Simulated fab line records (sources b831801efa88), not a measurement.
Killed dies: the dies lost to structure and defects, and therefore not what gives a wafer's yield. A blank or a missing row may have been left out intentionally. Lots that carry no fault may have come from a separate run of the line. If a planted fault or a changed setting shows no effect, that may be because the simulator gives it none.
fab line records -- flow sky130 -- part 1 of 2: steps 1 to 23 of 34
[record] lots = 5, wafers = 15, lastDay = 50
route steps=708 shown LI_CONTACT@378 LOCAL_INTERCONNECT@387 CONTACT@406
lots that met no fault: from a run of the same line without faults
startH: hours from the record's opening day to when the first of the lot's shown wafers began -- waitH: how many hours have passed since the lot's step before this one -- " same as the row above -- L1.1+2: a row that stands for several wafers -- - no value, or no start given -- * or withheld: withheld -- < > ~ a bound
route shown NAME@n: a module of which the file shows steps, and the number in the route of the first -- usual: mean/standard deviation of fault-free wafers -- same: alike in all rows -- chamber/n: place in a boat -- sites: the reading at each site -- _std_site: the values' standard deviation -- _edge_site: mean of outer sites minus mean of inner sites -- radiusMm: how far each site lies from the wafer's centre -- mask NAME#n: copy n -- behind: the tool/chamber that last shaped the wafer -- hold: the reason the lot was held/the length of the hold in hours/how it ended -- device: whichever transistor did not switch (one of n, p or np) -- end of line: tests run on the same wafers once the route is complete -- a step given without rows: its recipe and nothing more -- killed: dies that structure and defects cost at the first sort, which is not the same as the wafer's yield -- map: per-die view of a wafer (x killed, . not killed, _ where there is no die)
set.NAME: the setting as run; set.NAME@STEP: as run at that earlier step -- model.NAME: the simulator's own value behind a step, which no gauge read
lots at some steps of the route; a table a step, a row a wafer
services: from which hour (startH, from the record's first day; less than 0 if before it) a tool's chamber was out of use, for how many hours, and why
[[steps]]
[step SKY_LI_CONTACT_STRIP_16]
[recipe] chemistry = O2/N2, powerW = 1400, pressureMtorr = 1500, platenTempC = withheld, o2FlowSccm = 3000, n2FlowSccm = 300, overashFraction = 0.5
[usual] drypumpMotorCurrentA = 5.9/0.37, oesProductAu = 0.376/0.0046, stripTimeToEndpointS = 3.512/0.029
lot.wafer,tool,chamber,startH,waitH,drypumpMotorCurrentA,oesProductAu,rfHoursCounterH,stripTimeToEndpointS
L081.3,plasmaAsher-03,0,736.18,-,5.8,0.377,-,3.564
L081.4,plasmaAsher-03,1,736.18,-,5.9,0.368,-,3.507
L081.6,plasmaAsher-03,1,736.18,-,6.0,0.376,-,3.548
L086.2,plasmaAsher-03,1,771.94,-,5.9,0.380,34,3.521
L086.4,plasmaAsher-03,1,771.94,-,5.9,0.374,-,3.550
L086.5,plasmaAsher-03,1,771.94,-,6.0,0.374,-,3.525
L091.2,plasmaAsher-02,1,818.29,-,5.5,0.372,65,3.543
L091.3,plasmaAsher-02,1,818.29,-,5.4,0.380,-,3.524
L091.5,plasmaAsher-02,0,818.29,-,6.6,0.379,-,3.520
L095.1,plasmaAsher-03,0,841.75,-,5.8,0.371,41,3.470
L095.4,plasmaAsher-03,0,841.75,-,5.8,0.370,-,3.463
L095.5,plasmaAsher-03,0,841.75,-,5.8,0.373,-,3.448
L097.1,plasmaAsher-03,1,853.17,-,5.9,0.376,42,3.504
L097.4,plasmaAsher-03,0,853.17,-,5.8,0.374,-,3.502
L097.5,plasmaAsher-03,1,853.17,-,5.9,0.376,-,3.519
[step SKY_LI_CONTACT_CLEAN_17]
[recipe] chemistry = NMP, timeS = 600, tempC = 60, dry = n2Spin
lot.wafer,tool,chamber,startH,waitH
L081.3+4+6,wetBench-03,1,736.25,0.0
L086.2+4+5,wetBench-01,2,772.04,0.1
L091.2+3+5,wetBench-02,0,818.39,0.1
L095.1+4+5,wetBench-01,2,841.85,0.1
L097.1+4+5,wetBench-01,0,853.27,0.1
[step SKY_LI_CONTACT_PRE_CLEAN_18]
[recipe] gas = Ar, timeS = 5.6, biasV = 358
lot.wafer,tool,chamber,startH,waitH
L081.3+4+6,pvdSputter-01,-,736.46,0.0
L086.2+4+5,pvdSputter-01,-,772.21,0.0
L091.2+3+5,pvdSputter-04,-,818.58,0.0
L095.1+4+5,pvdSputter-02,-,842.04,0.0
L097.1+4+5,pvdSputter-01,-,853.45,0.0
[step SKY_LI_CONTACT_SPUTTER_19]
[recipe] material = Ti, targetThkNm = 20, chamberPressurePa = 5, powerW = 2500, substrateTempC = 200, timeS = 106.37
[usual] cathodeDcPowerW = 2500.0/0.42, throttleValvePct = 29.8/1.2
lot.wafer,tool,chamber,startH,waitH,cathodeDcPowerW,throttleValvePct
L081.3,pvdSputter-01,-,736.48,0.0,2499.7,28.5
L081.4,pvdSputter-01,-,736.48,0.0,2500.2,29.1
L081.6,pvdSputter-01,-,736.48,0.0,2499.2,28.7
L086.2,pvdSputter-01,-,772.23,0.0,2499.7,28.2
L086.4,pvdSputter-01,-,772.23,0.0,2500.6,29.1
L086.5,pvdSputter-01,-,772.23,0.0,2499.5,29.6
L091.2,pvdSputter-04,-,818.60,0.0,2500.1,29.1
L091.3,pvdSputter-04,-,818.60,0.0,2499.3,29.7
L091.5,pvdSputter-04,-,818.60,0.0,2500.6,29.2
L095.1,pvdSputter-02,-,842.06,0.0,2500.5,31.8
L095.4,pvdSputter-02,-,842.06,0.0,2499.6,30.8
L095.5,pvdSputter-02,-,842.06,0.0,2499.6,32.1
L097.1,pvdSputter-01,-,853.47,0.0,2500.0,29.4
L097.4,pvdSputter-01,-,853.47,0.0,2500.6,30.2
L097.5,pvdSputter-01,-,853.47,0.0,2500.5,28.4
[step SKY_LI_CONTACT_SPUTTER_20]
[recipe] material = TiN, targetThkNm = 20, chamberPressurePa = 5, powerW = 4000, timeS = 80
[usual] cathodeDcPowerW = 4000.1/0.7, throttleValvePct = 29.8/1.2
lot.wafer,tool,chamber,startH,waitH,cathodeDcPowerW,throttleValvePct
L081.3,pvdSputter-01,-,736.56,0.0,4000.3,28.6
L081.4,pvdSputter-01,-,736.56,0.0,3999.3,28.8
L081.6,pvdSputter-01,-,736.56,0.0,4000.2,28.2
L086.2,pvdSputter-01,-,772.31,0.0,4000.6,28.5
L086.4,pvdSputter-01,-,772.31,0.0,4000.4,29.1
L086.5,pvdSputter-01,-,772.31,0.0,4000.5,29.3
L091.2,pvdSputter-04,-,818.67,0.0,4000.0,29.0
L091.3,pvdSputter-04,-,818.67,0.0,4000.4,30.1
L091.5,pvdSputter-04,-,818.67,0.0,3999.8,29.1
L095.1,pvdSputter-02,-,842.14,0.0,3999.6,31.4
L095.4,pvdSputter-02,-,842.14,0.0,3998.5,30.5
L095.5,pvdSputter-02,-,842.14,0.0,4001.9,32.0
L097.1,pvdSputter-01,-,853.54,0.0,3999.0,29.2
L097.4,pvdSputter-01,-,853.54,0.0,4000.8,30.1
L097.5,pvdSputter-01,-,853.54,0.0,3999.1,28.4
[step SKY_LI_CONTACT_CVD_21]
[recipe] material = W, targetThkNm = 400, timeS = 120.56, tempC = 400, pressureTorr = 40
[usual] heaterPowerW = 844/21
lot.wafer,tool,chamber,startH,waitH,heaterPowerW
L081.3,cvdW-01,1,736.66,0.1,839
L081.4,cvdW-01,0,736.66,0.1,807
L081.6,cvdW-01,1,736.66,0.1,859
L086.2,cvdW-02,0,772.37,0.0,842
L086.4,cvdW-02,0,772.37,0.0,870
L086.5,cvdW-02,1,772.37,0.0,837
L091.2,cvdW-01,0,818.73,0.0,823
L091.3,cvdW-01,1,818.73,0.0,870
L091.5,cvdW-01,0,818.73,0.0,820
L095.1,cvdW-01,0,842.20,0.0,848
L095.4,cvdW-01,0,842.20,0.0,853
L095.5,cvdW-01,1,842.20,0.0,867
L097.1,cvdW-02,1,853.60,0.0,840
L097.4,cvdW-02,1,853.60,0.0,850
L097.5,cvdW-02,0,853.60,0.0,870
[step SKY_LI_CONTACT_RS_MEAS_22]
[recipe] thkMeasGauge = four-point-probe, reads = W_of_LI_CONTACT_CVD_21+TiN_of_LI_CONTACT_SPUTTER_20+Ti_of_LI_CONTACT_SPUTTER_19
[usual] LI_CONTACT_W_RS = 0.283/0.0035
lot.wafer,tool,chamber,startH,waitH,LI_CONTACT_W_RS[ohm/sq]
L081.3,filmMetro-01,-,736.78,0.1,0.286
L081.4,filmMetro-01,-,736.78,0.1,0.280
L081.6,filmMetro-01,-,736.78,0.1,0.286
L086.2,filmMetro-01,-,772.51,0.1,0.282
L086.4,filmMetro-01,-,772.51,0.1,0.284
L086.5,filmMetro-01,-,772.51,0.1,0.281
L091.2,filmMetro-02,-,818.88,0.1,0.278
L091.3,filmMetro-02,-,818.88,0.1,0.285
L091.5,filmMetro-02,-,818.88,0.1,0.277
L095.1,filmMetro-01,-,842.33,0.1,0.277
L095.4,filmMetro-01,-,842.33,0.1,0.280
L095.5,filmMetro-01,-,842.33,0.1,0.285
L097.1,filmMetro-02,-,853.73,0.1,0.281
L097.4,filmMetro-02,-,853.73,0.1,0.282
L097.5,filmMetro-02,-,853.73,0.1,0.286
[step SKY_LI_CONTACT_THK_MEAS_23]
[recipe] thkMeasGauge = xrf, reads = W_of_LI_CONTACT_CVD_21
[usual] LI_CONTACT_W_THK = 386/7
lot.wafer,tool,chamber,startH,waitH,LI_CONTACT_W_THK[nm]
L081.3,filmMetro-01,-,736.88,0.1,387
L081.4,filmMetro-01,-,736.88,0.1,397
L081.6,filmMetro-01,-,736.88,0.1,386
L086.2,filmMetro-01,-,772.62,0.1,389
L086.4,filmMetro-01,-,772.62,0.1,385
L086.5,filmMetro-01,-,772.62,0.1,392
L091.2,filmMetro-02,-,818.99,0.1,382
L091.3,filmMetro-02,-,818.99,0.1,376
L091.5,filmMetro-02,-,818.99,0.1,385
L095.1,filmMetro-01,-,842.45,0.1,395
L095.4,filmMetro-01,-,842.45,0.1,391
L095.5,filmMetro-01,-,842.45,0.1,386
L097.1,filmMetro-02,-,853.85,0.1,388
L097.4,filmMetro-02,-,853.85,0.1,386
L097.5,filmMetro-02,-,853.85,0.1,377
[step SKY_LI_CONTACT_CMP_24]
[recipe] stopOn = PSG, tOverpolishS = 20, downForcePsi = 3.5, platenRpm = 60, targetThkNm = 0, padVelocityMS = 0.94248
[usual] motorCurrentA = 11.3/1.3, overpolishRunS = 19.999/0.0082, slurryFlowMlMin = 150.0/0.48, timeToEndpointS = 96/3.5
lot.wafer,tool,chamber,startH,waitH,motorCurrentA,overpolishRunS,slurryFlowMlMin,timeToEndpointS
L081.4,cmp-01,1,736.92,0.0,10.3,20.007,150.5,97
L081.3,cmp-01,0,736.92,0.0,12.6,20.003,149.7,99
L081.6,cmp-01,1,736.92,0.0,10.3,20.001,150.1,97
L086.2,cmp-02,2,772.67,0.0,12.7,19.996,149.3,90
L086.4,cmp-02,1,772.67,0.0,9.7,19.997,150.1,88
L086.5,cmp-02,3,772.67,0.0,10.5,20.008,150.5,88
L091.3,cmp-01,3,819.14,0.1,12.2,20.006,149.7,92
L091.2,cmp-01,0,819.14,0.1,12.6,20.006,149.9,99
L091.5,cmp-01,1,819.14,0.1,10.2,20.010,150.1,95
L095.1,cmp-01,0,842.51,0.1,13.2,19.988,150.0,99
L095.4,cmp-01,1,842.51,0.1,10.3,19.991,149.5,94
L095.5,cmp-01,1,842.51,0.1,9.9,19.998,149.4,91
L097.1,cmp-02,1,853.91,0.1,9.6,20.003,149.3,93
L097.4,cmp-02,3,853.91,0.1,10.1,20.000,151.2,90
L097.5,cmp-02,1,853.91,0.1,9.4,20.012,150.4,91
[step SKY_LOCAL_INTERCONNECT_SPUTTER_00]
[recipe] material = TiN, targetThkNm = 100, tempC = 300, powerW = 6500, timeS = 83.3, chamberPressurePa = 0.4
[usual] cathodeDcPowerW = 6499.9/1.1, throttleValvePct = 29.3/0.86
lot.wafer,tool,chamber,startH,waitH,cathodeDcPowerW,throttleValvePct
L081.3,pvdSputter-04,-,737.22,0.1,6500.6,29.0
L081.4,pvdSputter-04,-,737.22,0.1,6500.8,27.8
L081.6,pvdSputter-04,-,737.22,0.1,6499.3,27.8
L086.2,pvdSputter-04,-,772.97,0.2,6500.2,28.8
L086.4,pvdSputter-04,-,772.97,0.2,6498.9,29.0
L086.5,pvdSputter-04,-,772.97,0.2,6500.6,29.7
L091.2,pvdSputter-04,-,819.34,0.1,6498.9,28.9
L091.3,pvdSputter-04,-,819.34,0.1,6499.2,29.2
L091.5,pvdSputter-04,-,819.34,0.1,6498.8,28.5
L095.1,pvdSputter-03,-,842.81,0.2,6500.8,31.1
L095.4,pvdSputter-03,-,842.81,0.2,6499.4,30.0
L095.5,pvdSputter-03,-,842.81,0.2,6499.3,28.7
L097.1,pvdSputter-04,-,854.21,0.2,6499.8,28.9
L097.4,pvdSputter-04,-,854.21,0.2,6501.2,29.1
L097.5,pvdSputter-04,-,854.21,0.2,6500.3,29.8
[step SKY_LOCAL_INTERCONNECT_RS_MEAS_01]
[recipe] thkMeasGauge = four-point-probe, reads = TiN_of_LOCAL_INTERCONNECT_SPUTTER_00
[usual] LOCAL_INTERCONNECT_TIN_RS = 14.12/0.14
lot.wafer,tool,chamber,startH,waitH,LOCAL_INTERCONNECT_TIN_RS[ohm/sq]
L081.3,filmMetro-04,-,737.32,0.1,14.17
L081.4,filmMetro-04,-,737.32,0.1,14.07
L081.6,filmMetro-04,-,737.32,0.1,14.04
L086.2,filmMetro-01,-,773.06,0.1,14.22
L086.4,filmMetro-01,-,773.06,0.1,14.02
L086.5,filmMetro-01,-,773.06,0.1,14.19
L091.2,filmMetro-04,-,819.44,0.1,14.11
L091.3,filmMetro-04,-,819.44,0.1,13.92
L091.5,filmMetro-04,-,819.44,0.1,14.03
L095.1,filmMetro-04,-,842.87,0.0,14.16
L095.4,filmMetro-04,-,842.87,0.0,14.10
L095.5,filmMetro-04,-,842.87,0.0,14.21
L097.1,filmMetro-04,-,854.27,0.0,14.02
L097.4,filmMetro-04,-,854.27,0.0,14.07
L097.5,filmMetro-04,-,854.27,0.0,14.13
[step SKY_LOCAL_INTERCONNECT_THK_MEAS_02]
[recipe] thkMeasGauge = xrf, reads = TiN_of_LOCAL_INTERCONNECT_SPUTTER_00
[usual] LOCAL_INTERCONNECT_TIN_THK = 98.7/0.98
lot.wafer,tool,chamber,startH,waitH,LOCAL_INTERCONNECT_TIN_THK[nm]
L081.3,filmMetro-04,-,737.42,0.1,98.0
L081.4,filmMetro-04,-,737.42,0.1,98.4
L081.6,filmMetro-04,-,737.42,0.1,99.3
L086.2,filmMetro-01,-,773.17,0.1,98.8
L086.4,filmMetro-01,-,773.17,0.1,100.4
L086.5,filmMetro-01,-,773.17,0.1,98.9
L091.2,filmMetro-04,-,819.55,0.1,98.3
L091.3,filmMetro-04,-,819.55,0.1,99.7
L091.5,filmMetro-04,-,819.55,0.1,99.2
L095.1,filmMetro-04,-,842.99,0.1,98.8
L095.4,filmMetro-04,-,842.99,0.1,98.9
L095.5,filmMetro-04,-,842.99,0.1,98.9
L097.1,filmMetro-04,-,854.39,0.1,99.2
L097.4,filmMetro-04,-,854.39,0.1,99.0
L097.5,filmMetro-04,-,854.39,0.1,98.7
[step SKY_LOCAL_INTERCONNECT_DEHYDRATE_03]
[recipe] tempC = 200, timeS = 60
[usual] resistLineTempC = 23.00/0.094
lot.wafer,tool,chamber,startH,waitH,resistLineTempC
L081.3,lithoTrack-04,0,750.62,13.2,22.90
L081.4,lithoTrack-04,0,750.62,13.2,22.98
L081.6,lithoTrack-04,0,750.62,13.2,22.98
L086.2,lithoTrack-03,0,786.94,13.8,22.89
L086.4,lithoTrack-03,0,786.94,13.8,23.24
L086.5,lithoTrack-03,0,786.94,13.8,23.13
L091.2,lithoTrack-03,0,831.04,11.5,23.00
L091.3,lithoTrack-03,0,831.04,11.5,23.19
L091.5,lithoTrack-03,0,831.04,11.5,23.15
L095.1,lithoTrack-03,0,855.01,12.0,23.01
L095.4,lithoTrack-03,0,855.01,12.0,23.06
L095.5,lithoTrack-03,0,855.01,12.0,23.01
L097.1,lithoTrack-04,0,867.32,12.9,22.94
L097.4,lithoTrack-04,0,867.32,12.9,22.92
L097.5,lithoTrack-04,0,867.32,12.9,23.05
[step SKY_LOCAL_INTERCONNECT_HMDS_04]
[recipe] primeTimeS = 60, primeTempC = 120
[usual] resistLineTempC = 22.99/0.11
lot.wafer,tool,chamber,startH,waitH,resistLineTempC
L081.3,lithoTrack-04,0,750.77,0.1,23.08
L081.4,lithoTrack-04,0,750.77,0.1,23.16
L081.6,lithoTrack-04,0,750.77,0.1,22.97
L086.2,lithoTrack-03,0,787.09,0.1,23.08
L086.4,lithoTrack-03,0,787.09,0.1,23.23
L086.5,lithoTrack-03,0,787.09,0.1,23.04
L091.2,lithoTrack-03,0,831.19,0.1,22.83
L091.3,lithoTrack-03,0,831.19,0.1,22.98
L091.5,lithoTrack-03,0,831.19,0.1,22.99
L095.1,lithoTrack-03,0,855.16,0.1,22.97
L095.4,lithoTrack-03,0,855.16,0.1,22.98
L095.5,lithoTrack-03,0,855.16,0.1,23.02
L097.1,lithoTrack-04,0,867.47,0.1,22.88
L097.4,lithoTrack-04,0,867.47,0.1,23.10
L097.5,lithoTrack-04,0,867.47,0.1,22.96
[step SKY_LOCAL_INTERCONNECT_COAT_05]
[recipe] resist = BARC, tempC = withheld, timeS = withheld, spinRpm = 3000, resistThkNm = 60
[usual] dispensePressureKPa = 52/5.4, resistLineTempC = *, spinSpeedRpm = 3000.3/2
lot.wafer,tool,chamber,startH,waitH,dispensePressureKPa,resistLineTempC,spinSpeedRpm
L081.3,lithoTrack-04,0,750.92,0.1,54,*,3004.6
L081.4,lithoTrack-04,0,750.92,0.1,54,*,3001.5
L081.6,lithoTrack-04,0,750.92,0.1,54,*,3000.8
L086.2,lithoTrack-03,0,787.24,0.1,46,*,3003.5
L086.4,lithoTrack-03,0,787.24,0.1,46,*,2997.3
L086.5,lithoTrack-03,0,787.24,0.1,46,*,2996.9
L091.2,lithoTrack-03,0,831.34,0.1,46,*,3002.0
L091.3,lithoTrack-03,0,831.34,0.1,46,*,3001.8
L091.5,lithoTrack-03,0,831.34,0.1,46,*,2998.8
L095.1,lithoTrack-03,0,855.31,0.1,46,*,3000.2
L095.4,lithoTrack-03,0,855.31,0.1,46,*,3000.7
L095.5,lithoTrack-03,0,855.31,0.1,46,*,2998.6
L097.1,lithoTrack-04,0,867.62,0.1,54,*,2998.8
L097.4,lithoTrack-04,0,867.62,0.1,54,*,2999.9
L097.5,lithoTrack-04,0,867.62,0.1,54,*,3002.4
[step SKY_LOCAL_INTERCONNECT_COAT_06]
[recipe] resist = KrF-thick, spinRpm = 3000, resistThkNm = 450
[usual] dispensePressureKPa = 52/5.4, resistLineTempC = 22.97/0.12, spinSpeedRpm = 3000.1/2.2
lot.wafer,tool,chamber,startH,waitH,dispensePressureKPa,resistLineTempC,spinSpeedRpm
L081.3,lithoTrack-04,0,-,-,54,22.96,3001.2
L081.4,lithoTrack-04,0,-,-,54,23.13,2999.0
L081.6,lithoTrack-04,0,-,-,54,22.92,3001.7
L086.2,lithoTrack-03,0,-,-,46,22.89,3006.1
L086.4,lithoTrack-03,0,-,-,46,23.00,3003.8
L086.5,lithoTrack-03,0,-,-,46,23.04,3002.3
L091.2,lithoTrack-03,0,-,-,46,23.06,3003.5
L091.3,lithoTrack-03,0,-,-,46,22.96,3000.4
L091.5,lithoTrack-03,0,-,-,46,23.04,2999.5
L095.1,lithoTrack-03,0,-,-,46,22.79,3004.0
L095.4,lithoTrack-03,0,-,-,46,22.82,2999.6
L095.5,lithoTrack-03,0,-,-,46,22.63,3001.5
L097.1,lithoTrack-04,0,-,-,54,22.92,3001.2
L097.4,lithoTrack-04,0,-,-,54,23.01,2999.0
L097.5,lithoTrack-04,0,-,-,54,23.07,3000.9
[step SKY_LOCAL_INTERCONNECT_SOFTBAKE_07]
[recipe] tempC = 100, timeS = 90, resist = KrF-thick
[usual] resistLineTempC = 22.99/0.12
lot.wafer,tool,chamber,startH,waitH,resistLineTempC
L081.3,lithoTrack-04,0,-,-,22.87
L081.4,lithoTrack-04,0,-,-,22.99
L081.6,lithoTrack-04,0,-,-,22.82
L086.2,lithoTrack-03,0,-,-,22.95
L086.4,lithoTrack-03,0,-,-,22.75
L086.5,lithoTrack-03,0,-,-,22.66
L091.2,lithoTrack-03,0,-,-,23.15
L091.3,lithoTrack-03,0,-,-,23.17
L091.5,lithoTrack-03,0,-,-,23.15
L095.1,lithoTrack-03,0,-,-,23.17
L095.4,lithoTrack-03,0,-,-,23.10
L095.5,lithoTrack-03,0,-,-,23.11
L097.1,lithoTrack-04,0,-,-,22.82
L097.4,lithoTrack-04,0,-,-,22.78
L097.5,lithoTrack-04,0,-,-,22.91
[step SKY_LOCAL_INTERCONNECT_EXPOSE_08]
[recipe] maskId = LI1M, na = 0.8, sourceShape = annular, sigmaInner = 0.55, sigmaOuter = 0.85, targetCdNm = 170, doseMj = 28
lot.wafer,tool,chamber,startH,waitH,mask
L081.3+4+6,krfScanner-01,0,-,-,LI1M#0
L086.2+4+5,krfScanner-01,0,-,-,LI1M#0
L091.2+3+5,krfScanner-01,0,-,-,LI1M#0
L095.1+4+5,krfScanner-02,0,-,-,LI1M#0
L097.1+4+5,krfScanner-01,0,-,-,LI1M#0
[step SKY_LOCAL_INTERCONNECT_PEB_09]
[recipe] pebTempC = withheld, pebTimeS = withheld, resist = KrF-thick
[usual] resistLineTempC = *
lot.wafer,tool,chamber,startH,waitH,resistLineTempC
L081.3,lithoTrack-01,0,-,-,*
L081.4,lithoTrack-01,0,-,-,*
L081.6,lithoTrack-01,0,-,-,*
L086.2,lithoTrack-04,0,-,-,*
L086.4,lithoTrack-04,0,-,-,*
L086.5,lithoTrack-04,0,-,-,*
L091.2,lithoTrack-03,0,-,-,*
L091.3,lithoTrack-03,0,-,-,*
L091.5,lithoTrack-03,0,-,-,*
L095.1,lithoTrack-01,0,-,-,*
L095.4,lithoTrack-01,0,-,-,*
L095.5,lithoTrack-01,0,-,-,*
L097.1,lithoTrack-04,0,-,-,*
L097.4,lithoTrack-04,0,-,-,*
L097.5,lithoTrack-04,0,-,-,*
[step SKY_LOCAL_INTERCONNECT_DEVELOP_10]
[recipe] developTimeS = 60, resist = KrF-thick, devTempC = 21
[usual] resistLineTempC = 23.00/0.11
lot.wafer,tool,chamber,startH,waitH,resistLineTempC
L081.3,lithoTrack-01,0,-,-,23.12
L081.4,lithoTrack-01,0,-,-,23.09
L081.6,lithoTrack-01,0,-,-,23.12
L086.2,lithoTrack-04,0,-,-,23.03
L086.4,lithoTrack-04,0,-,-,23.13
L086.5,lithoTrack-04,0,-,-,23.04
L091.2,lithoTrack-03,0,-,-,22.97
L091.3,lithoTrack-03,0,-,-,23.06
L091.5,lithoTrack-03,0,-,-,22.88
L095.1,lithoTrack-01,0,-,-,23.07
L095.4,lithoTrack-01,0,-,-,22.99
L095.5,lithoTrack-01,0,-,-,23.08
L097.1,lithoTrack-04,0,-,-,22.93
L097.4,lithoTrack-04,0,-,-,22.96
L097.5,lithoTrack-04,0,-,-,23.09
[step SKY_LOCAL_INTERCONNECT_CD_MEAS_11]
[recipe] targetCdNm = 170
[usual] cdNm = 170.3/1.7
lot.wafer,tool,chamber,startH,waitH,cdNm
L081.3,cdSem-01,-,764.89,-,168.0
L081.4,cdSem-01,-,764.89,-,168.2
L081.6,cdSem-01,-,764.89,-,166.7
L086.2,cdSem-02,-,799.64,-,169.7
L086.4,cdSem-02,-,799.64,-,171.1
L086.5,cdSem-02,-,799.64,-,171.2
L091.2,cdSem-02,-,845.73,-,170.2
L091.3,cdSem-02,-,845.73,-,169.4
L091.5,cdSem-02,-,845.73,-,170.8
L095.1,cdSem-01,-,868.55,-,166.0
L095.4,cdSem-01,-,868.55,-,166.7
L095.5,cdSem-01,-,868.55,-,166.6
L097.1,cdSem-01,-,880.57,-,170.5
L097.4,cdSem-01,-,880.57,-,170.5
L097.5,cdSem-01,-,880.57,-,169.7
[step SKY_LOCAL_INTERCONNECT_OVL_MEAS_12]
[usual] LOCAL_INTERCONNECT_OVL = 0/5.4
lot.wafer,tool,chamber,startH,waitH,LOCAL_INTERCONNECT_OVL[nm]
L081.3,overlay-01,-,764.99,0.1,1
L081.4,overlay-01,-,764.99,0.1,-1
L081.6,overlay-01,-,764.99,0.1,-4
L086.2,overlay-01,-,799.74,0.1,-1
L086.4,overlay-01,-,799.74,0.1,-6
L086.5,overlay-01,-,799.74,0.1,2
L091.2,overlay-02,-,845.84,0.1,7
L091.3,overlay-02,-,845.84,0.1,4
L091.5,overlay-02,-,845.84,0.1,-2
L095.1,overlay-01,-,868.67,0.1,2
L095.4,overlay-01,-,868.67,0.1,-14
L095.5,overlay-01,-,868.67,0.1,-10
L097.1,overlay-01,-,880.69,0.1,10
L097.4,overlay-01,-,880.69,0.1,-7
L097.5,overlay-01,-,880.69,0.1,-2
[step SKY_LOCAL_INTERCONNECT_ETCH_13]
[recipe] chemistry = N2/H2, target = BARC, ionEnergyEv = 200, biasW = 100, pressureMtorr = 30, n2FlowSccm = 100, h2FlowSccm = 200, icpW = 500, stopOn = SiO2, timeS = 45.9, targetDepthA = 600
[usual] drypumpMotorCurrentA = 5.4/0.39, oesProductAu = 0.855/0.0045, throttleValvePct = 13.225/0.0093
lot.wafer,tool,chamber,startH,waitH,drypumpMotorCurrentA,oesProductAu,rfHoursCounterH,throttleValvePct
L081.3,rieMetal-03,0,765.03,0.0,5.1,0.861,-,13.222
L081.4,rieMetal-03,1,765.03,0.0,5.0,0.861,-,13.241
L081.6,rieMetal-03,1,765.03,0.0,5.0,0.848,-,13.229
L086.2,rieMetal-01,0,799.77,0.0,5.7,0.861,4,13.211
L086.4,rieMetal-01,0,799.77,0.0,5.7,0.860,-,13.226
L086.5,rieMetal-01,0,799.77,0.0,5.7,0.854,-,13.213
L091.2,rieMetal-02,1,845.87,0.0,6.0,0.854,6,13.220
L091.3,rieMetal-02,0,845.87,0.0,5.7,0.861,-,13.230
L091.5,rieMetal-02,1,845.87,0.0,6.0,0.860,-,13.232
L095.1,rieMetal-03,1,868.71,0.0,4.9,0.849,12,13.217
L095.4,rieMetal-03,0,868.71,0.0,5.1,0.852,-,13.196
L095.5,rieMetal-03,0,868.71,0.0,5.1,0.851,-,13.239
L097.1,rieMetal-01,1,880.73,0.0,5.2,0.851,14,13.226
L097.4,rieMetal-01,0,880.73,0.0,5.8,0.853,-,13.223
L097.5,rieMetal-01,1,880.73,0.0,5.1,0.863,-,13.233
